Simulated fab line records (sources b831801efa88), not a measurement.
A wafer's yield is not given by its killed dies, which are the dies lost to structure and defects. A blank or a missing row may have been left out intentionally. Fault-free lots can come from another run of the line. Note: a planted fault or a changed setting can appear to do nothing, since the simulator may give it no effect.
A lot that was struck, set against a sound lot	flow sky130	16 out of 708 route steps
Sound: the wafers L115.3, L115.4, L115.6. Wafers struck: L121.4, L121.5, L121.6. The cause is given at the end.
At each step with rows: each side's tool, then ch and its chambers, then its first start. Under that, the readings that differ: sound wafers	struck wafers	difference of the means	sigmas: that difference in standard deviations of wafers without a fault.
alike: readings with means less than 2 such deviations apart, plus words and numbers identical on both sides. not compared: withheld readings, readings lacking a value on some wafer, bounds such as >300 that could conceal the same value, and numbers that have no deviation in the record and whose values overlap.
The two part at a step that has a row with sigmas, a row that says differs or no value, or rows on one side only. Numbers that have no deviation but don't overlap get no sigmas and don't part them. A reading missing from all wafers of one side parts the sides only when that side holds two or more wafers.

first, 3 steps without rows for these wafers: SKY_SONOS_TUNNEL_EXPOSE_04 (exposes mask TUNM, target cd 410 nm); SKY_SONOS_TUNNEL_PEB_05; SKY_SONOS_TUNNEL_DEVELOP_06 (develop time 60 s).
SKY_SONOS_TUNNEL_CD_MEAS_07: target cd 410 nm.
  struck on cd sem-01, day 16 14:40; sound on cd sem-02, day 14 05:41
  alike: cd nm
SKY_SONOS_TUNNEL_OVL_MEAS_08:
  struck on overlay-01, day 16 14:45; sound on overlay-01, day 14 05:47
  alike: SONOS_TUNNEL_OVL
then, 3 steps without rows for these wafers: SKY_SONOS_TUNNEL_IMPLANT_09; SKY_SONOS_TUNNEL_WET_ETCH_10 (etches SiO2 in dHF, target depth 14 nm, time 280 s); SKY_SONOS_TUNNEL_STRIP_11 (strips in SPM, time 600 s).
SKY_SONOS_TUNNEL_TW_MEAS_12:
  struck on film metro-04, day 16 15:14; sound on film metro-04, day 14 06:19
  alike: SONOS_TUNNEL_TW
then, 2 steps without rows for these wafers: SKY_SONOS_TUNNEL_CLEAN_13 (cleans in dHF, time 20 s); SKY_SONOS_ONO_OXIDATION_00 (stabilise 600 s, purge 300 s, target thk 2.6 nm).
SKY_SONOS_ONO_THK_MEAS_01:
  struck on film metro-02, day 16 19:13; sound on film metro-02, day 14 07:50
  alike: SONOS_ONO_OXIDATION_THK
SKY_SONOS_ONO_CVD_02: deposits Si3N4 from DCS/NH3, target thk 10.5 nm, time 180 s.
  sound on lpcvd-02 ch 0, day 14 09:47; struck on lpcvd-02 ch 0, day 16 20:38
reading	sound	struck	difference	sigmas
model.Si3N4_of_SONOS_ONO_CVD_02.thk nm (nm)	10.66 10.58 10.62	8.491 8.279 8.35	-2.247	
SKY_SONOS_ONO_THK_MEAS_03:
  struck on film metro-01, day 16 21:43; sound on film metro-02, day 14 10:52
reading	sound	struck	difference	sigmas
SONOS_ONO_CVD_02_THK (nm)	10.69 10.60 10.63	8.49 8.28 8.36	-2.26	-17
then, 1 step without rows for these wafers: SKY_SONOS_ONO_CVD_04 (deposits SiO2 from SiH4/N2O, target thk 5.7199 nm).
-- here the record skips 33 days between the struck wafers' starts before and after, leaving off in module SONOS_ONO and picking up in module PAD_OPEN (first step shown: number 708 of the route) --
SKY_PAD_OPEN_PROBE_99:
  struck on prober-01, day 49 19:23; sound on prober-02, day 48 05:32
reading	sound	struck	difference	sigmas
model.etest.sonos erased.drive ua um	200.8 184 177.1	262.9 276.7 210.4	+62.7	
model.etest.sonos uncharged.r on ohm um	810.4 819.1 832.8	783.5 753.1 775.6	-50.0	
model.etest.cap ono.gate log10 a cm2	-8.054 -7.854 -7.994	-6.846 -6.482 -6.527	+1.349	
model.etest.cap ono.gate bv v (V)	16.64 16.8 16.15	15.35 15.31 15.21	-1.24	
model.etest.cap ono.tox acc nm (nm)	12.99 12.83 12.97	11.98 11.71 11.78	-1.11	
model.etest.sonos programmed.vt v (V)	1.409 1.455 1.435	1.799 1.833 1.902	+0.412	
model.etest.sonos erased.vt v (V)	-2.266 -2.274 -2.234	-2.567 -2.592 -2.523	-0.303	
model.etest.sonos baked.vt less v (V)	-0.4887 -0.4601 -0.5199	-0.7322 -0.7656 -0.8474	-0.2922	
  alike: killed_at_M0_to_M3, killed_at_M4_up, killed at contacts, killed at front end, killed at other, killed dies, killed open, killed short

== WHERE THEY PART ==
SKY_SONOS_ONO_THK_MEAS_03 only, going by this record. Later steps at which nothing parts them and some readings are alike: SKY_PAD_OPEN_PROBE_99.

WHY: what the simulator had put in
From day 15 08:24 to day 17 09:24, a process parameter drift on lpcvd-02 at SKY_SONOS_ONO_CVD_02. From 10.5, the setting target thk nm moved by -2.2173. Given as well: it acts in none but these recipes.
